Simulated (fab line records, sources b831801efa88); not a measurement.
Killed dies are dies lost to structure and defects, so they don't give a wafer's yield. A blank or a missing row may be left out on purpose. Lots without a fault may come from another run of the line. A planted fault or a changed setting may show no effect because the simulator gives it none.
fab line records | flow sfq_line
record lots=13 wafers=39 last_day=97
route steps=325 shown M5@207 R5@214 I6@278 I7@303
lots that met no fault: from a run of the same line without faults
start_h: hours from the record's first day to the start of the lot's first wafer shown | wait_h: hours since the lot's step before | " the same as in the row above | L1.1+2: a row that stands for several wafers | - no value, or no start given | * or withheld: withheld | < > ~ a bound
route shown NAME@n: a module of which the file shows steps, and the number in the route of the first | usual: mean/standard deviation of fault-free wafers | same: alike in all rows | chamber/n: place in a boat | sites: the reading at each site | _std_site: their standard deviation | _edge_site: outer sites' mean less inner sites' | radius_mm: how far each site lies from the wafer's centre | mask NAME#n: copy n | behind: the tool/chamber that last shaped the wafer | hold: why the lot was held/for how many hours/how that ended | device: the transistor (n, p or np) that didn't switch | end of line: the same wafers' tests at the end of the route | a step without rows: its recipe alone | killed: dies lost to structure and defects at the first sort, not the wafer's yield | map: a wafer's dies, x killed, . not, _ none there
set.NAME: the setting as run; set.NAME@STEP: as run at that earlier step | model.NAME: the simulator's own value behind a step, which no gauge read
steps of the route over a sample of lots; a table a step, a row a wafer
services: from which hour (start_h, from the record's first day; less than 0 if before it) a tool's chamber was out of use, for how many hours, and why
## steps
# step SFQ_TRILAYER_M5_STRIP_STRIP_127
# recipe gas=O2 power_w=200 platen_temp_c=40 overash_fraction=0.65 chemistry=O2 pressure_mtorr=50
# usual drypump_motor_current_A=5.7/0.46 oes_product_au=0.999/0.0073
# same overash_fraction=0.65
# columns lot.wafer tool chamber start_h wait_h drypump_motor_current_A oes_product_au rf_hours_counter_h
L303.1 rie_metal-01 0 1662.28 0.1 5.9 0.992 78
L303.2 " 1 " " 5.4 0.993 53
L303.5 " 1 " " 5.3 0.991 -
L304.1 rie_metal-01 1 1673.20 0.1 5.4 0.993 55
L304.2 " 0 " " 5.9 1.002 80
L304.5 " 0 " " 5.9 0.997 -
L305.1 rie_metal-02 1 1675.69 0.2 6.3 1.004 59
L305.5 " 0 " " 6.1 1.009 -
L305.6 " 1 " " 6.3 1.001 -
L306.2 rie_metal-03 1 1679.20 0.1 4.8 0.988 71
L306.3 " 1 " " 4.9 1.000 -
L306.6 " 1 " " 4.8 0.991 -
L307.3 rie_metal-01 1 1685.40 0.3 5.3 0.991 -
L307.4 " 0 " " 5.9 1.005 -
L307.6 " 0 " " 5.9 1.001 -
L308.1 rie_metal-01 0 1693.60 0.1 5.9 0.997 81
L308.4 " 0 " " 5.9 1.014 -
L308.5 " 1 " " 5.3 1.008 -
L309.1 rie_metal-03 1 1694.80 0.1 4.9 0.990 73
L309.3 " 1 " " 4.8 0.995 -
L309.6 " 1 " " 4.9 0.987 -
L310.3 rie_metal-01 1 1732.33 0.3 5.4 0.990 -
L310.4 " 0 " " 5.9 0.994 -
L310.6 " 1 " " 5.4 0.994 -
L311.3 rie_metal-02 0 1738.33 0.3 6.0 0.996 -
L311.4 " 1 " " 6.3 1.001 -
L311.5 " 0 " " 6.0 1.008 -
L316.3 rie_metal-03 0 1773.13 0.3 5.5 0.993 -
L316.4 " 1 " " 4.8 0.995 -
L316.5 " 0 " " 5.5 0.991 -
L317.1 rie_metal-02 1 1814.66 0.1 6.3 1.003 79
L317.3 " 1 " " 6.3 1.006 -
L317.6 " 0 " " 6.0 1.002 -
L321.1 rie_metal-01 0 1825.46 0.1 5.9 0.994 102
L321.3 " 0 " " 5.9 1.014 -
L321.4 " 1 " " 5.4 0.996 -
L324.2 rie_metal-02 0 1832.66 0.1 6.0 1.012 114
L324.3 " 0 " " 6.1 1.015 -
L324.4 " 1 " " 6.3 1.015 -
# step SFQ_TRILAYER_R5_DEP_SPUTTER_134
# recipe material=Ti base_pressure_pa=1.33e-06 target_thk_nm=5 power_w=2000 time_s=5 chamber_pressure_pa=0.4
# usual chamber_pressure_pa=0.3999/0.00075 throttle_valve_pct=29.3/1.1
# columns lot.wafer tool chamber start_h wait_h chamber_pressure_pa throttle_valve_pct
L303.1 pvd_sputter-03 - 1676.36 0.0 0.3994 28.3
L303.2 " - " " 0.3999 29.8
L303.5 " - " " 0.3997 28.3
L304.1 pvd_sputter-04 - 1686.68 0.0 0.4005 29.5
L304.2 " - " " 0.3993 28.2
L304.5 " - " " 0.4007 28.9
L305.1 pvd_sputter-03 - 1688.36 0.0 0.4011 27.9
L305.5 " - " " 0.4008 30.2
L305.6 " - " " 0.3997 31.1
L306.2 pvd_sputter-06 - 1692.68 0.0 0.3998 28.8
L306.3 " - " " 0.3996 28.4
L306.6 " - " " 0.4008 29.0
L307.3 pvd_sputter-04 - 1698.68 0.0 0.4007 30.3
L307.4 " - " " 0.3998 29.6
L307.6 " - " " 0.4001 29.5
L308.1 pvd_sputter-06 - 1706.46 0.0 0.4000 28.5
L308.4 " - " " 0.4004 31.2
L308.5 " - " " 0.4012 28.6
L309.1 pvd_sputter-04 - 1707.68 0.0 0.4012 29.3
L309.3 " - " " 0.4008 30.6
L309.6 " - " " 0.4006 30.4
L310.3 pvd_sputter-06 - 1737.27 0.0 0.4003 28.7
L310.4 " - " " 0.4009 28.2
L310.6 " - " " 0.4003 28.1
L311.3 pvd_sputter-04 - 1744.74 0.0 0.3998 29.2
L311.4 " - " " 0.4001 30.2
L311.5 " - " " 0.3998 30.4
L316.3 pvd_sputter-06 - 1785.23 0.0 0.4003 31.3
L316.4 " - " " 0.3994 28.1
L316.5 " - " " 0.4007 28.7
L317.1 pvd_sputter-06 - 1819.80 0.0 0.3990 28.4
L317.3 " - " " 0.3998 28.4
L317.6 " - " " 0.3995 28.5
L321.1 pvd_sputter-04 - 1830.60 0.0 0.3993 28.2
L321.3 " - " " 0.3992 30.5
L321.4 " - " " 0.3993 29.2
L324.2 pvd_sputter-06 - 1837.97 0.0 0.3991 28.7
L324.3 " - " " 0.3986 28.0
L324.4 " - " " 0.4009 31.4
# step SFQ_TRILAYER_I6_VIA_ETCH_VIA_ETCH_172
# recipe target=SiO2 stop_on=Nb mask_material=PR taper_deg=20 chemistry=CHF3 target_depth_nm=260 source_w=515.2 bias_w=80 pressure_mtorr=30 time_s=withheld
# usual drypump_motor_current_A=5.7/0.62 oes_product_au=0.854/0.0053 rf_fwd_power_W=513.4/1.7
# columns lot.wafer tool chamber start_h wait_h drypump_motor_current_A oes_product_au rf_fwd_power_W
L303.1 rie_diel-03 3 1852.03 0.0 4.8 0.849 513.4
L303.2 " 1 " " 6.4 0.857 516.6
L303.5 " 3 " " 4.8 0.849 515.1
L304.1 rie_diel-03 3 1854.43 0.0 4.8 0.853 513.7
L304.2 " 1 " " 6.3 0.863 513.5
L304.5 " 2 " " 6.5 0.864 513.6
L305.1 rie_diel-04 3 1856.37 0.0 4.7 0.849 514.5
L305.5 " 0 " " 5.7 0.854 515.4
L305.6 " 1 " " 5.4 0.846 515.7
L306.2 rie_diel-03 3 1858.34 0.0 4.8 0.845 512.8
L306.3 " 1 " " 6.3 0.854 511.1
L306.6 " 0 " " 5.6 0.860 515.9
L307.3 rie_diel-04 3 1865.19 0.0 4.7 0.860 513.1
L307.4 " 1 " " 5.4 0.853 514.0
L307.6 " 0 " " 5.7 0.861 513.4
L308.1 rie_diel-02 0 1871.20 0.0 6.0 0.844 513.1
L308.4 " 1 " " 6.7 0.850 514.1
L308.5 " 3 " " 5.3 0.848 514.3
L309.1 rie_diel-02 2 1876.34 0.0 5.7 0.853 512.7
L309.3 " 0 " " 6.0 0.863 513.1
L309.6 " 0 " " 6.0 0.858 511.5
L310.3 rie_diel-04 0 1883.20 0.0 5.6 0.857 513.5
L310.4 " 1 " " 5.4 0.860 517.3
L310.6 " 1 " " 5.4 0.853 515.0
L311.3 rie_diel-03 1 1884.46 0.0 6.3 0.842 510.2
L311.4 " 0 " " 5.6 0.852 511.6
L311.5 " 2 " " 6.4 0.849 513.8
L316.3 rie_diel-03 3 1914.95 0.0 4.8 0.844 514.3
L316.4 " 1 " " 6.4 0.855 512.5
L316.5 " 0 " " 5.6 0.856 517.4
L317.1 rie_diel-02 0 1961.15 0.0 6.0 0.854 513.6
L317.3 " 2 " " 5.8 0.853 517.0
L317.6 " 1 " " 6.7 0.850 512.9
L321.1 rie_diel-03 1 1973.99 0.0 6.3 0.849 514.3
L321.3 " 3 " " 4.8 0.853 513.3
L321.4 " 2 " " 6.4 0.851 512.6
L324.2 rie_diel-04 3 2143.18 0.0 4.7 0.866 514.7
L324.3 " 2 " " 6.4 0.856 508.6
L324.4 " 1 " " 5.4 0.851 515.0
# step SFQ_TRILAYER_I7_VIA_LITHO_EXPOSE_188
# recipe mask_id=I7 na=0.6 source_shape=conventional sigma_outer=0.65 target_cd_nm=1000 dose_mj=21.3
# usual exposure_dose_mJ_cm2=21.302/0.021
# columns lot.wafer tool chamber start_h wait_h mask exposure_dose_mJ_cm2
L303.1 krf_scanner-02 0 2052.89 - I7#0 21.325
L303.2 " 0 " " I7#0 21.298
L303.5 " 0 " " I7#0 21.320
L304.1 krf_scanner-02 0 2058.89 - I7#0 21.318
L304.2 " 0 " " I7#0 21.288
L304.5 " 0 " " I7#0 21.304
L305.1 krf_scanner-02 0 2061.29 - I7#0 21.308
L305.5 " 0 " " I7#0 21.310
L305.6 " 0 " " I7#0 21.319
L306.2 krf_scanner-02 0 2068.69 - I7#0 21.309
L306.3 " 0 " " I7#0 21.300
L306.6 " 0 " " I7#0 21.291
L307.3 krf_scanner-01 0 2075.14 - I7#0 21.290
L307.4 " 0 " " I7#0 21.266
L307.6 " 0 " " I7#0 21.285
L308.1 krf_scanner-01 0 2079.54 - I7#0 21.307
L308.4 " 0 " " I7#0 21.310
L308.5 " 0 " " I7#0 21.347
L309.1 krf_scanner-01 0 2085.54 - I7#0 17.443
L309.3 " 0 " " I7#0 17.431
L309.6 " 0 " " I7#0 17.451
L310.3 krf_scanner-01 0 2094.34 - I7#0 17.423
L310.4 " 0 " " I7#0 17.451
L310.6 " 0 " " I7#0 17.452
L311.3 krf_scanner-02 0 2098.94 - I7#0 21.274
L311.4 " 0 " " I7#0 21.272
L311.5 " 0 " " I7#0 21.290
L316.3 krf_scanner-01 0 2122.68 - I7#0 17.501
L316.4 " 0 " " I7#0 17.443
L316.5 " 0 " " I7#0 17.433
L317.1 krf_scanner-01 0 2152.32 - I7#0 17.462
L317.3 " 0 " " I7#0 17.442
L317.6 " 0 " " I7#0 17.446
L321.1 krf_scanner-02 0 2176.28 - I7#0 21.261
L321.3 " 0 " " I7#0 21.271
L321.4 " 0 " " I7#0 21.283
L324.2 krf_scanner-02 0 2244.26 - I7#0 21.297
L324.3 " 0 " " I7#0 21.298
L324.4 " 0 " " I7#0 21.293
## services
# columns tool chamber start_h hours kind
pvd_sputter-06 - 1639.87 2.4 repair
krf_scanner-02 - 1639.91 1.0 pm
krf_scanner-02 - 1651.59 1.3 pm
krf_scanner-01 - 1670.09 0.8 pm
krf_scanner-01 - 1687.84 0.7 repair
krf_scanner-02 - 1694.21 3.6 pm
krf_scanner-02 - 1697.44 0.3 repair
krf_scanner-02 - 1735.59 0.8 pm
krf_scanner-01 - 1773.54 1.3 pm
krf_scanner-01 - 1777.52 1.0 pm
krf_scanner-02 - 1808.14 1.0 pm
krf_scanner-02 - 1823.54 4.0 pm
krf_scanner-02 - 1827.56 1.3 pm
krf_scanner-01 - 1838.07 0.8 pm
pvd_sputter-06 - 1899.58 1.2 repair
krf_scanner-02 - 1903.46 0.8 pm
rie_diel-03 - 1919.97 1.2 repair
rie_diel-03 - 1922.02 2.8 pm
krf_scanner-02 - 1977.45 1.0 pm
krf_scanner-02 - 2004.34 1.3 pm
krf_scanner-02 - 2120.14 4.4 pm
krf_scanner-02 - 2146.41 1.0 pm
krf_scanner-02 - 2180.70 1.3 pm
krf_scanner-02 - 2224.87 3.3 repair
## key
first_sign step=SFQ_TRILAYER_I7_VIA_LITHO_EXPOSE_188 reading=exposure_dose_mJ_cm2 direction=down sigmas=99+ usual=21.302 struck=17.448
effect none on later readings
met_at SFQ_TRILAYER_I7_VIA_LITHO_EXPOSE_188
struck_lots L309,L310,L316,L317
not_acting_at SFQ_TRILAYER_M5_STRIP_STRIP_127,SFQ_TRILAYER_R5_DEP_SPUTTER_134,SFQ_TRILAYER_I6_VIA_ETCH_VIA_ETCH_172
onset_between 2079.54 2085.54
fault kind=process_parameter_drift tool=krf_scanner-01 chamber=- onset_h=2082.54 steps=SFQ_TRILAYER_I7_VIA_LITHO_EXPOSE_188 channel=dose_mj offset=-3.8677 shape=step acts_in=these_recipes_only stated=21.3
